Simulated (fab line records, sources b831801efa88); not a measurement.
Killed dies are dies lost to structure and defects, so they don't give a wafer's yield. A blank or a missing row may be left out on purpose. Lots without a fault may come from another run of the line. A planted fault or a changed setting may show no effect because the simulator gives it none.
A struck lot beside a sound one | flow sky130 | 15 steps out of a route of 708
Sound: wafers L666.2, L666.3, L666.6. Struck: wafers L672.2, L672.4, L672.6. The cause comes at the end.
At each step with rows: each side's tool, then ch and its chambers, then its first start. Under that, the readings that differ: sound wafers | struck wafers | difference of the means | sigmas: that difference in standard deviations of wafers without a fault.
alike: readings whose means differ by less than 2 such deviations, and words and numbers that are the same on both sides. not compared: withheld readings, readings that some wafer has no value for, bounds like >300 that may hide the same value, and numbers for which the record gives no deviation and whose values overlap.
The two part at a step that has a row with sigmas, a row that says differs or no value, or rows on one side only. Numbers that don't overlap but have no deviation are shown without sigmas and don't part them. A reading that every wafer of one side lacks parts them only if that side has two wafers or more.

SKY_LOCAL_INTERCONNECT_ETCH_13: etches BARC in N2/H2, stops on SiO2, time 45.9 s, target depth 60 nm.
  sound on rie_metal-03 ch 0,1, day 31 07:53; struck on rie_metal-02 ch 0, day 33 11:29
  alike: drypump_motor_current_A, h2_flow_sccm, oes_product_au, throttle_valve_pct
  not compared: rf_hours_counter_h
SKY_LOCAL_INTERCONNECT_METAL_ETCH_14: etches TiN in Cl2/BCl3, stops on PSG, target depth 110 nm, time 31.4 s.
  sound on rie_metal-03 ch 0,1, day 31 07:57; struck on rie_metal-02 ch 0, day 33 11:33
  alike: drypump_motor_current_A, mfc_cl2_sccm, oes_product_au, throttle_valve_pct
  not compared: rf_hours_counter_h
SKY_LOCAL_INTERCONNECT_STRIP_15: strips in O2/N2.
  sound on plasma_asher-02 ch 0,1, day 31 08:00; struck on plasma_asher-04 ch 0,1, day 33 11:36
  alike: drypump_motor_current_A, o2_flow_sccm, oes_product_au, strip_time_to_endpoint_s
  not compared: rf_hours_counter_h
then, 3 steps without rows for these wafers: SKY_LOCAL_INTERCONNECT_STRIP_16 (strips in post etch residue remover, time 1200 s); SKY_LOCAL_INTERCONNECT_CLEAN_17 (cleans in IPA, time 180 s); SKY_LOCAL_INTERCONNECT_CLEAN_18 (cleans in O3/DIW).
SKY_CONTACT_CVD_00: deposits Si3N4, target thk 75 nm.
  sound on pecvd-02 ch 1,2, day 31 08:35; struck on pecvd-01 ch 0,1, day 33 12:14
  alike: heater_power_w
SKY_CONTACT_THK_MEAS_01:
  sound on film_metro-03, day 31 08:38; struck on film_metro-02, day 33 12:17
  alike: CONTACT_CVD_00_THK
then, 1 step without rows for these wafers: SKY_CONTACT_HDPCVD_02 (deposits SiO2, target thk 565 nm, time 94.2 s).
SKY_CONTACT_THK_MEAS_03:
  sound on film_metro-02, day 31 08:46; struck on film_metro-03, day 33 12:25
  alike: CONTACT_HDPCVD_THK
SKY_CONTACT_CMP_04: polishes SiO2.
  sound on cmp-01 ch 0,1,2, day 31 08:55; struck on cmp-01 ch 0,1, day 33 12:28
  alike: motor_current_A, time_to_endpoint_s
SKY_CONTACT_BOW_MEAS_05:
  sound on film_metro-03, day 31 09:08; struck on film_metro-03, day 33 12:47
  alike: CONTACT_BOW
SKY_CONTACT_DEHYDRATE_06: time 60 s.
  sound on litho_track-01 ch 0, day 31 22:43; struck on litho_track-01 ch 0, day 34 02:10
  reading                  | sound                | struck               | difference | sigmas
  heater_power_total_W (W) | 160.36 160.54 160.30 | 164.02 164.12 163.99 | +3.64      | +28
  plate_temp_C (C)         | 199.99 199.99 199.82 | 203.64 203.76 203.54 | +3.71      | +23
  alike: resist_line_temp_C
then, 1 step without rows for these wafers: SKY_CONTACT_HMDS_07 (prime time 60 s).
-- the record jumps here: 14 days lie between the struck wafers' starts before and after (it left off in module CONTACT and takes up again in module PAD_OPEN, whose first step shown is number 708 of the route) --
SKY_PAD_OPEN_PROBE_99:
  sound on prober-01, day 46 16:07; struck on prober-01, day 48 06:34
  alike: killed_at_M0_to_M3, killed_at_M4_up, killed_at_contacts, killed_at_front_end, killed_at_other, killed_dies, killed_open, killed_short

WHERE THEY PART
Only at SKY_CONTACT_DEHYDRATE_06, within this record. Later steps at which nothing parts them and some readings are alike: SKY_PAD_OPEN_PROBE_99.

WHY: what the simulator had put in
Process parameter drift: litho_track-01, from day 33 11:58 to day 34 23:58, at SKY_CONTACT_DEHYDRATE_06. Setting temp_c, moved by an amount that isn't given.
